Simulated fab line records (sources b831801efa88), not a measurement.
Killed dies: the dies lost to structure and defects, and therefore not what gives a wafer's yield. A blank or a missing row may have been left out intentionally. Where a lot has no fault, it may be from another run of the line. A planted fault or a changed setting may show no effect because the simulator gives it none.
fab line records -- flow sfqLine
[record] lots = 6, wafers = 18, lastDay = 85
route steps=325 shown M2@96 I2@103
lots that met no fault: from a run of the same line without faults
startH: start of the lot's first displayed wafer, in hours after the record's first day -- waitH: hours from the lot's prior step to this one -- " same as the row above -- L1.1+2: a single row standing in for several wafers -- - either no value or no given start -- * or withheld: withheld -- < > ~ a bound
route shown NAME@n: a module of which the file shows steps, and the number in the route of the first -- usual: mean/standard deviation of fault-free wafers -- same: alike in all rows -- chamber/n: place in a boat -- sites: each site's reading -- _std_site: standard deviation of those values -- _edge_site: mean of outer sites minus mean of inner sites -- radiusMm: for every site, how far away it sits from the centre of the wafer -- mask NAME#n: copy n -- behind: tool/chamber where the wafer was last shaped -- hold: why the lot went on hold/how many hours it stayed there/how the hold came to an end -- device: the n, p or np transistor that did not switch -- end of line: tests of these same wafers at the route's end -- a step given without rows: its recipe and nothing more -- killed: the dies lost at the first sort to structure and to defects; this is not the yield of the wafer -- map: dies across one wafer; x = killed, . = not, _ = none there
set.NAME: the setting the step ran with; set.NAME@STEP: the setting that earlier step ran with -- model.NAME: the simulator's own value behind a step, which no gauge read
certain route steps with their lots: each step a table, each wafer a row
services: the hour from which a tool's chamber was out of use, counted from the record's first day as startH (under 0 if before that day), plus the number of hours and why
[[steps]]
[step SFQ_TRILAYER_M2_LITHO_PEB_060]
[recipe] pebTempC = 115, pebTimeS = 60, resist = KrF
[step SFQ_TRILAYER_M2_LITHO_DEVELOP_059]
[recipe] timeS = 60, resist = KrF
[step SFQ_M2_OVL_MEAS_916]
[usual] M2_OVL = -1/6
lot.wafer,tool,chamber,startH,waitH,M2_OVL[nm]
L304.2,overlay-02,-,725.48,0.1,-9
L304.3,overlay-02,-,725.48,0.1,-4
L304.5,overlay-02,-,725.48,0.1,-1
L305.2,overlay-01,-,751.35,0.1,10
L305.5,overlay-01,-,751.35,0.1,14
L305.6,overlay-01,-,751.35,0.1,9
L307.2,overlay-01,-,771.88,0.1,-4
L307.3,overlay-01,-,771.88,0.1,2
L307.4,overlay-01,-,771.88,0.1,-7
L308.2,overlay-02,-,786.16,0.1,-5
L308.4,overlay-02,-,786.16,0.1,-4
L308.5,overlay-02,-,786.16,0.1,-4
L311.1,overlay-01,-,826.24,0.1,-7
L311.3,overlay-01,-,826.24,0.1,-4
L311.6,overlay-01,-,826.24,0.1,-5
L317.2,overlay-01,-,961.57,0.1,-11
L317.5,overlay-01,-,961.57,0.1,-5
L317.6,overlay-01,-,961.57,0.1,-7
[step SFQ_TRILAYER_M2_BARC_OPEN_METAL_ETCH_077]
[recipe] maskMaterial = PR, chemistry = O2, targetDepthNm = 125, target = BARC, icpW = 583.3, biasW = 80, pressureMtorr = 10, timeS = 41.7
[usual] drypumpMotorCurrentA = 5.8/0.54, oesProductAu = 0.685/0.0043
lot.wafer,tool,chamber,startH,waitH,drypumpMotorCurrentA,oesProductAu,rfHoursCounterH
L304.2,rieMetal-02,0,725.51,0.0,6.2,0.688,108
L304.3,rieMetal-02,1,725.51,0.0,5.2,0.684,-
L304.5,rieMetal-02,1,725.51,0.0,5.2,0.696,-
L305.2,rieMetal-02,0,751.38,0.0,6.1,0.677,112
L305.5,rieMetal-02,1,751.38,0.0,5.2,0.686,-
L305.6,rieMetal-02,0,751.38,0.0,6.2,0.693,-
L307.2,rieMetal-03,0,771.91,0.0,6.6,0.685,32
L307.3,rieMetal-03,1,771.91,0.0,6.1,0.679,-
L307.4,rieMetal-03,0,771.91,0.0,6.6,0.679,-
L308.2,rieMetal-01,0,786.19,0.0,5.3,0.682,144
L308.4,rieMetal-01,0,786.19,0.0,5.3,0.688,-
L308.5,rieMetal-01,1,786.19,0.0,6.2,0.678,-
L311.1,rieMetal-01,0,826.28,0.0,5.3,0.683,151
L311.3,rieMetal-01,1,826.28,0.0,6.2,0.685,-
L311.6,rieMetal-01,1,826.28,0.0,6.2,0.684,-
L317.2,rieMetal-02,1,961.62,0.0,5.2,0.681,-
L317.5,rieMetal-02,1,961.62,0.0,5.2,0.682,-
L317.6,rieMetal-02,1,961.62,0.0,5.2,0.693,-
[step SFQ_TRILAYER_M2_ETCH_METAL_ETCH_060]
[recipe] target = Nb, stopOn = SiO2, maskMaterial = PR, chemistry = Cl2/Ar, targetDepthNm = 240, icpW = 600, biasW = 80, pressureMtorr = 10, timeS = 120
[usual] drypumpMotorCurrentA = 5.8/0.54, oesProductAu = 0.894/0.0059
lot.wafer,tool,chamber,startH,waitH,drypumpMotorCurrentA,oesProductAu,rfHoursCounterH
L304.2,rieMetal-02,0,725.57,0.0,6.1,0.896,108
L304.3,rieMetal-02,1,725.57,0.0,5.2,0.894,-
L304.5,rieMetal-02,1,725.57,0.0,5.2,0.899,-
L305.2,rieMetal-02,0,751.44,0.0,6.1,0.898,112
L305.5,rieMetal-02,1,751.44,0.0,5.2,0.896,-
L305.6,rieMetal-02,0,751.44,0.0,6.1,0.899,-
L307.2,rieMetal-03,0,771.97,0.0,6.6,0.896,32
L307.3,rieMetal-03,1,771.97,0.0,6.1,0.894,-
L307.4,rieMetal-03,0,771.97,0.0,6.7,0.894,-
L308.2,rieMetal-01,0,786.25,0.0,5.3,0.904,144
L308.4,rieMetal-01,0,786.25,0.0,5.3,0.900,-
L308.5,rieMetal-01,1,786.25,0.0,6.2,0.896,-
L311.1,rieMetal-01,0,826.34,0.0,5.3,0.885,151
L311.3,rieMetal-01,1,826.34,0.0,6.2,0.891,-
L311.6,rieMetal-01,1,826.34,0.0,6.2,0.884,-
L317.2,rieMetal-02,1,961.76,0.1,5.2,0.884,-
L317.5,rieMetal-02,1,961.76,0.1,5.2,0.891,-
L317.6,rieMetal-02,1,961.76,0.1,5.2,0.894,-
[step SFQ_TRILAYER_M2_STRIP_STRIP_061]
[recipe] gas = O2, powerW = 200, platenTempC = 40, overashFraction = 0.65, chemistry = O2, pressureMtorr = 50
[usual] drypumpMotorCurrentA = 5.8/0.54, oesProductAu = 1.000/0.0068
lot.wafer,tool,chamber,startH,waitH,drypumpMotorCurrentA,oesProductAu,rfHoursCounterH
L304.2,rieMetal-02,0,725.70,0.1,6.1,1.003,108
L304.3,rieMetal-02,1,725.70,0.1,5.2,1.005,-
L304.5,rieMetal-02,1,725.70,0.1,5.2,1.002,-
L305.2,rieMetal-02,0,751.57,0.1,6.1,0.998,112
L305.5,rieMetal-02,1,751.57,0.1,5.2,0.996,-
L305.6,rieMetal-02,0,751.57,0.1,6.1,0.993,-
L307.2,rieMetal-03,0,772.09,0.1,6.6,1.000,32
L307.3,rieMetal-03,1,772.09,0.1,6.1,0.992,-
L307.4,rieMetal-03,0,772.09,0.1,6.6,0.992,-
L308.2,rieMetal-01,0,786.38,0.1,5.3,0.992,144
L308.4,rieMetal-01,0,786.38,0.1,5.3,0.999,-
L308.5,rieMetal-01,1,786.38,0.1,6.3,0.995,-
L311.1,rieMetal-01,0,826.46,0.1,5.3,1.005,151
L311.3,rieMetal-01,1,826.46,0.1,6.2,1.005,-
L311.6,rieMetal-01,1,826.46,0.1,6.2,1.009,-
L317.2,rieMetal-02,1,962.17,0.4,5.2,0.996,-
L317.5,rieMetal-02,1,962.17,0.4,5.2,0.989,-
L317.6,rieMetal-02,1,962.17,0.4,5.2,0.981,-
[step SFQ_TRILAYER_M2_STRIP_SOLV_CLEAN_062]
[recipe] chemistry = NMP, tempC = 70, timeS = 600
[step SFQ_TRILAYER_I2_DEP_PECVD_063]
[recipe] material = SiO2, tempC = 150, timeS = 111.11, pressureTorr = 2.4, rfW = 183.3, precursor = SiH4/N2O, targetThkNm = 500
[step SFQ_TRILAYER_I2_CMP_CMP_064]
[recipe] material = SiO2, downForcePsi = 3, platenRpm = 60, padVelocityMS = 0.94248
[usual] edgeZonePressureFrac = 0.999/0.005, motorCurrentA = 10.3/1.2, platenRpm = 60.00/0.042, timeToEndpointS = 213/7.4
lot.wafer,tool,chamber,startH,waitH,edgeZonePressureFrac,motorCurrentA,platenRpm,timeToEndpointS
L304.3,cmp-01,1,727.09,0.5,1.005,10.5,59.95,202
L304.2,cmp-01,3,728.09,1.6,1.004,10.6,59.98,193
L304.5,cmp-01,0,728.09,1.6,0.998,10.1,60.05,201
L305.2,cmp-01,1,754.68,2.1,1.002,10.2,59.95,215
L305.6,cmp-01,1,756.68,4.0,1.002,10.6,59.99,218
L305.5,cmp-01,2,756.68,4.0,1.004,8.1,60.02,219
L307.4,cmp-02,0,776.58,3.6,0.993,9.6,60.02,212
L307.3,cmp-02,1,776.58,3.6,0.999,11.4,60.00,214
L307.2,cmp-02,2,776.58,3.6,1.005,10.5,60.00,201
L308.4,cmp-02,1,788.43,1.2,0.998,11.6,59.95,219
L308.2,cmp-02,0,789.93,2.7,0.995,10.3,59.99,201
L308.5,cmp-02,1,789.93,2.7,0.997,11.0,59.95,211
L311.1,cmp-01,2,834.83,7.6,1.002,7.9,60.00,223
L311.3,cmp-01,3,834.83,7.6,0.996,10.6,60.00,217
L311.6,cmp-01,2,836.83,9.5,1.000,7.9,60.06,224
L317.2,cmp-01,2,964.03,0.5,0.993,8.2,60.06,203
L317.6,cmp-01,2,966.03,2.4,0.997,7.8,60.03,214
L317.5,cmp-01,3,966.03,2.4,0.989,10.8,59.90,208
[step SFQ_I2_BOW_MEAS_917]
[recipe] mode = bow
[usual] I2_BOW = 0/9.1
lot.wafer,tool,chamber,startH,waitH,I2_BOW[um]
L304.2,filmMetro-01,-,729.61,1.0,18
L304.3,filmMetro-01,-,729.61,1.0,9
L304.5,filmMetro-01,-,729.61,1.0,24
L305.2,filmMetro-02,-,757.70,2.5,1
L305.5,filmMetro-02,-,757.70,2.5,0
L305.6,filmMetro-02,-,757.70,2.5,16
L307.2,filmMetro-01,-,779.10,1.0,-15
L307.3,filmMetro-01,-,779.10,1.0,-10
L307.4,filmMetro-01,-,779.10,1.0,-11
L308.2,filmMetro-02,-,791.45,1.0,4
L308.4,filmMetro-02,-,791.45,1.0,14
L308.5,filmMetro-02,-,791.45,1.0,11
L311.1,filmMetro-02,-,837.83,2.5,7
L311.3,filmMetro-02,-,837.83,2.5,7
L311.6,filmMetro-02,-,837.83,2.5,12
L317.2,filmMetro-04,-,967.05,2.5,-11
L317.5,filmMetro-04,-,967.05,2.5,-13
L317.6,filmMetro-04,-,967.05,2.5,-16
[step SFQ_TRILAYER_I2_METRO_MEASURE_065]
[usual] thkNm = 199.5/0.98
lot.wafer,tool,chamber,startH,waitH,thkNm
L304.2,filmMetro-01,-,729.91,0.3,199.5
L304.3,filmMetro-01,-,729.91,0.3,200.1
L304.5,filmMetro-01,-,729.91,0.3,200.4
L305.2,filmMetro-02,-,758.00,0.3,199.9
L305.5,filmMetro-02,-,758.00,0.3,200.5
L305.6,filmMetro-02,-,758.00,0.3,199.6
L307.2,filmMetro-01,-,779.40,0.3,199.2
L307.3,filmMetro-01,-,779.40,0.3,198.6
L307.4,filmMetro-01,-,779.40,0.3,198.5
L308.2,filmMetro-02,-,791.75,0.3,198.8
L308.4,filmMetro-02,-,791.75,0.3,199.4
L308.5,filmMetro-02,-,791.75,0.3,199.3
L311.1,filmMetro-02,-,837.95,0.1,200.6
L311.3,filmMetro-02,-,837.95,0.1,200.0
L311.6,filmMetro-02,-,837.95,0.1,200.2
L317.2,filmMetro-04,-,967.35,0.3,199.9
L317.5,filmMetro-04,-,967.35,0.3,199.3
L317.6,filmMetro-04,-,967.35,0.3,200.8
[step SFQ_TRILAYER_I2_VIA_LITHO_COAT_072]
[recipe] resist = BARC, spinRpm = 3000, resistThkNm = 62
[step SFQ_TRILAYER_I2_VIA_LITHO_COAT_067]
[recipe] resist = KrF, spinRpm = 3000, resistThkNm = 650
lot.wafer,tool,chamber,startH,waitH,model.KrF_of_TRILAYER_I2_VIA_LITHO_COAT_067.thkNm
L304.2,lithoTrack-03,0,731.26,0.2,649.6
L304.3,lithoTrack-03,0,731.26,0.2,648.7
L304.5,lithoTrack-03,0,731.26,0.2,650.9
L305.2,lithoTrack-04,0,759.35,0.2,649.2
L305.5,lithoTrack-04,0,759.35,0.2,650.1
L305.6,lithoTrack-04,0,759.35,0.2,648.4
L307.2+3,lithoTrack-03,0,780.75,0.2,722
L307.4,lithoTrack-03,0,780.75,0.2,721.1
L308.2,lithoTrack-03,0,793.10,0.2,722.6
L308.4,lithoTrack-03,0,793.10,0.2,719.7
L308.5,lithoTrack-03,0,793.10,0.2,720
L311.1,lithoTrack-04,0,839.45,0.2,649
L311.3,lithoTrack-04,0,839.45,0.2,649.5
L311.6,lithoTrack-04,0,839.45,0.2,648
L317.2,lithoTrack-04,0,968.70,0.2,651.3
L317.5,lithoTrack-04,0,968.70,0.2,651
L317.6,lithoTrack-04,0,968.70,0.2,649.1
[step SFQ_TRILAYER_I2_VIA_LITHO_SOFTBAKE_071]
[recipe] tempC = withheld, timeS = withheld, resist = KrF
[step SFQ_TRILAYER_I2_VIA_LITHO_EXPOSE_068]
[recipe] maskId = I2, na = 0.6, sourceShape = conventional, sigmaOuter = 0.65, targetCdNm = 500, doseMj = 21.3
[step SFQ_TRILAYER_I2_VIA_LITHO_PEB_070]
[recipe] pebTempC = 115, pebTimeS = 60, resist = KrF
[step SFQ_TRILAYER_I2_VIA_LITHO_DEVELOP_069]
[recipe] timeS = 60, resist = KrF
[step SFQ_I2_OVL_MEAS_918]
[usual] I2_OVL = -1/5.1
lot.wafer,tool,chamber,startH,waitH,I2_OVL[nm]
L304.2,overlay-02,-,733.17,0.1,9
L304.3,overlay-02,-,733.17,0.1,0
L304.5,overlay-02,-,733.17,0.1,3
L305.2,overlay-01,-,893.57,0.1,-4
L305.5,overlay-01,-,893.57,0.1,3
L305.6,overlay-01,-,893.57,0.1,3
L307.2,overlay-01,-,907.57,0.1,-7
L307.3,overlay-01,-,907.57,0.1,-13
L307.4,overlay-01,-,907.57,0.1,-8
L308.2,overlay-02,-,918.37,0.1,-1
L308.4,overlay-02,-,918.37,0.1,-1
L308.5,overlay-02,-,918.37,0.1,1
L311.1,overlay-01,-,967.57,0.1,12
L311.3,overlay-01,-,967.57,0.1,5
L311.6,overlay-01,-,967.57,0.1,3
L317.2,overlay-01,-,1106.52,0.1,-5
L317.5,overlay-01,-,1106.52,0.1,-4
L317.6,overlay-01,-,1106.52,0.1,-4
[step SFQ_TRILAYER_I2_VIA_BARC_OPEN_VIA_ETCH_096]
[recipe] maskMaterial = PR, chemistry = O2, targetDepthNm = 125, target = BARC, sourceW = 486.2, biasW = 80, pressureMtorr = 30, timeS = 41.7
[usual] drypumpMotorCurrentA = 5.9/0.47, oesProductAu = 0.685/0.0044
lot.wafer,tool,chamber,startH,waitH,drypumpMotorCurrentA,oesProductAu,rfHoursCounterH,model.I2.cdNm
L304.2,rieDiel-03,2,733.20,0.0,5.8,0.678,23,497
L304.3,rieDiel-03,1,733.20,0.0,6.2,0.685,4,499
L304.5,rieDiel-03,0,733.20,0.0,6.1,0.680,-,498.5
L305.2,rieDiel-01,3,893.60,0.0,5.9,0.695,5,499.9
L305.5,rieDiel-01,3,893.60,0.0,5.8,0.689,-,500.9
L305.6,rieDiel-01,0,893.60,0.0,6.8,0.681,-,500.6
L307.2,rieDiel-02,3,907.60,0.0,5.6,0.684,13,498.4
L307.3,rieDiel-02,2,907.60,0.0,5.0,0.684,4,497.6
L307.4,rieDiel-02,0,907.60,0.0,5.9,0.689,2,497.8
L308.2,rieDiel-02,2,918.40,0.0,5.0,0.681,4,497.4
L308.4,rieDiel-02,3,918.40,0.0,5.6,0.682,13,497.5
L308.5,rieDiel-02,1,918.40,0.0,6.4,0.680,-,495.8
L311.1,rieDiel-01,2,967.60,0.0,5.5,0.683,2,500.4
L311.3,rieDiel-01,3,967.60,0.0,5.8,0.684,7,501
L311.6,rieDiel-01,1,967.60,0.0,6.3,0.684,-,501.1
L317.2,rieDiel-01,2,1106.55,0.0,5.5,0.686,4,499.4
L317.5,rieDiel-01,3,1106.55,0.0,5.8,0.679,-,499.2
L317.6,rieDiel-01,0,1106.55,0.0,6.7,0.686,-,499.6
[step SFQ_TRILAYER_I2_VIA_ETCH_VIA_ETCH_070]
[recipe] target = SiO2, stopOn = Nb, maskMaterial = PR, taperDeg = 20, chemistry = CHF3, targetDepthNm = 260, sourceW = 500, biasW = 80, pressureMtorr = 30, timeS = withheld
[usual] drypumpMotorCurrentA = 5.9/0.47, oesProductAu = 0.853/0.0048
lot.wafer,tool,chamber,startH,waitH,drypumpMotorCurrentA,oesProductAu,model.KrF_of_TRILAYER_I2_VIA_LITHO_COAT_067.thkNm,model.I2.cdNm
L304.2,rieDiel-03,2,733.24,0.0,5.8,0.849,528.9,498.8
L304.3,rieDiel-03,1,733.24,0.0,6.2,0.853,528.5,499.6
L304.5,rieDiel-03,0,733.24,0.0,6.1,0.848,530.2,499.1
L305.2,rieDiel-01,3,893.64,0.0,5.8,0.854,527.9,501.8
L305.5,rieDiel-01,3,893.64,0.0,5.8,0.863,529,504.2
L305.6,rieDiel-01,0,893.64,0.0,6.7,0.856,527.5,500.5
L307.2,rieDiel-02,3,907.64,0.0,5.6,0.859,602.5,499.4
L307.3,rieDiel-02,2,907.64,0.0,5.0,0.852,602.1,496.3
L307.4,rieDiel-02,0,907.64,0.0,5.9,0.851,600.4,497.9
L308.2,rieDiel-02,2,918.44,0.0,5.0,0.854,603.3,495.4
L308.4,rieDiel-02,3,918.44,0.0,5.6,0.853,600.5,497.3
L308.5,rieDiel-02,1,918.44,0.0,6.5,0.858,600,495.4
L311.1,rieDiel-01,2,967.64,0.0,5.5,0.859,528.6,501
L311.3,rieDiel-01,3,967.64,0.0,5.8,0.854,528.5,501.8
L311.6,rieDiel-01,1,967.64,0.0,6.3,0.854,528.9,500.1
L317.2,rieDiel-01,2,1106.59,0.0,5.4,0.850,531.6,498.3
L317.5,rieDiel-01,3,1106.59,0.0,5.8,0.859,529.4,499.9
L317.6,rieDiel-01,0,1106.59,0.0,6.7,0.860,528.4,499
[step SFQ_TRILAYER_I2_VIA_STRIP_STRIP_071]
[recipe] gas = O2, powerW = 200, platenTempC = 40, overashFraction = 0.65, chemistry = O2, pressureMtorr = 50
[[services]]
tool,chamber,startH,hours,kind
filmMetro-02,-,730.29,0.7,pm
rieDiel-01,-,731.31,2.8,pm
rieDiel-02,2,740.42,8.1,repair
filmMetro-02,-,745.10,0.3,pm
cmp-01,-,749.51,4.0,pm
cmp-01,-,750.69,1.2,repair
rieMetal-01,-,776.70,0.8,repair
rieDiel-01,-,787.69,14.6,pm
filmMetro-02,-,822.59,0.7,pm
cmp-01,-,841.45,3.8,pm
cmp-01,-,849.16,1.2,repair
rieMetal-03,0,863.06,8.7,repair
rieMetal-03,1,864.56,7.5,repair
rieMetal-02,0,886.28,3.5,repair
cmp-01,-,888.73,1.8,repair
rieMetal-03,1,893.49,1.3,repair
rieDiel-01,1,897.97,7.8,repair
rieMetal-02,-,898.73,28.1,pm
rieMetal-02,1,928.93,20.3,repair
cmp-01,-,936.62,0.3,repair
rieDiel-01,2,941.91,12.6,repair
rieMetal-01,1,1004.32,48.7,repair
cmp-01,-,1090.03,4.0,pm
rieMetal-02,-,1091.76,2.8,pm
[[key]]
firstSign none at tools or gauges
[modelEffect] step = SFQ_TRILAYER_I2_VIA_LITHO_COAT_067, value = KrF_of_TRILAYER_I2_VIA_LITHO_COAT_067.thkNm, without = 651.4, struck = 721.2
[modelEffect] step = SFQ_TRILAYER_I2_VIA_BARC_OPEN_VIA_ETCH_096, value = I2.cdNm, without = 500, struck = 497.4
[modelEffect] step = SFQ_TRILAYER_I2_VIA_ETCH_VIA_ETCH_070, value = KrF_of_TRILAYER_I2_VIA_LITHO_COAT_067.thkNm, without = 531.7, struck = 601.5
metAt SFQ_TRILAYER_I2_VIA_LITHO_COAT_067
struckWafers L307.2,L307.3,L307.4,L308.2,L308.4,L308.5
onsetBetween 731.26 780.75
alsoFits SFQ_TRILAYER_I2_CMP_CMP_064:cmp-02
[fault] kind = processParameterDrift, tool = lithoTrack-03, chamber = -, onsetH = 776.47, steps = SFQ_TRILAYER_I2_VIA_LITHO_COAT_067, channel = resistThkNm, offset = 69.651, shape = step, endH = 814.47, actsIn = theseRecipesOnly, stated = 650
